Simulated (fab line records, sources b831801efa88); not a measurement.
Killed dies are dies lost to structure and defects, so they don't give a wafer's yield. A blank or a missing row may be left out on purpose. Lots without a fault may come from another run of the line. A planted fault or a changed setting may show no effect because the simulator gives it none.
One fault seen from 2 desks | flow gf180mcu | each desk has only its own numbers; what lay behind them comes last

THE METROLOGY DESK
What the gauges read, lot by lot, whatever tool the lot ran on: means of the sampled wafers that have a number. A lot is out of limits, marked OUT, if its mean lies more than 4 standard deviations from the usual mean; the brackets give that distance.
Columns: A = M1_ALCU_RS at GF_M1_RS_MEAS_05, usual 0.0693 ohm/sq; B = M1_ALCU_THK at GF_M1_THK_MEAS_06, usual 453 nm; C = cd_nm at GF_M1_CD_MEAS_14, usual 229.7 nm
lot  | first seen here | A      | B   | C
L821 | day 16 06:23    | 0.0688 | 454 | 230.8
L822 | day 16 16:53    | 0.0695 | 452 | 229.2
L824 | day 17 11:38    | 0.0685 | 459 | 228.4
L825 | day 17 15:44    | 0.0703 | 448 | 230.9
L829 | day 19 00:28    | 0.0696 | 454 | 229.6
L834 | day 20 23:12    | 0.0715 | 443 | 232.3
L840 | day 23 13:53    | 0.0683 | 458 | 229.9
L841 | day 23 16:36    | 0.0686 | 454 | 229.6
L842 | day 23 23:31    | 0.0701 | 444 | 229.2
L844 | day 24 09:59    | 0.0686 | 461 | 230.5
L843 | day 24 11:32    | 0.0709 | 441 | 229.3
This desk's finding: nothing out of limits on any of the 11 lots.

THE TOOL OWNER'S DESK: pvd_sputter-02
The tool's own readings at GF_M1_SPUTTER_02 (material AlCu, target thk 450 nm, time 23.9 s): means of the sampled wafers that have a number, for each lot that ran on this tool. A lot is out of limits, marked OUT, if its mean lies more than 4 standard deviations from the usual mean; the brackets give that distance.
Columns: A = cathode_dc_power_W at GF_M1_SPUTTER_02, usual 10600 W; B = chamber_pressure_pa at GF_M1_SPUTTER_02, usual 0.3999 Pa; C = throttle_valve_pct at GF_M1_SPUTTER_02, usual 30.1 %
lot  | first seen here | A     | B                | C
L821 | day 16 06:17    | 10599 | 0.3992           | 30.5
L822 | day 16 16:47    | 10600 | 0.3995           | 30.6
L825 | day 17 15:38    | 10599 | 0.3997           | 29.8
L829 | day 19 00:23    | 10600 | 0.3995           | 30.6
L834 | day 20 23:07    | 10601 | 0.4235 (+29) OUT | 29.4
L842 | day 23 23:25    | 10601 | 0.4003           | 30.3
L844 | day 24 09:53    | 10601 | 0.3997           | 29.9
This desk's finding: out of limits on L834; first on L834, day 20 23:07 (chamber_pressure_pa at GF_M1_SPUTTER_02). In limits: L821, L822, L825, L829, L842, L844.

PUT TOGETHER
The tool owner's desk could have raised an alarm at day 20 23:07, on L834.
The metrology desk saw nothing out of limits.
The metrology desk has L834 on record, within its limits.
Of the lots named, all ran GF_M1_SPUTTER_02 on pvd_sputter-02.

WHAT THE SIMULATOR HAD PUT IN
Process parameter drift: pvd_sputter-02, from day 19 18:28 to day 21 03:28, at GF_M1_SPUTTER_02. Setting chamber_pressure_pa, moved by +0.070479, from 0.4. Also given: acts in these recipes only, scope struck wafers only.
Lots struck among those shown: L834.
Hours from the fault's start to each desk's first reading out of limits: the tool owner's desk, 29.
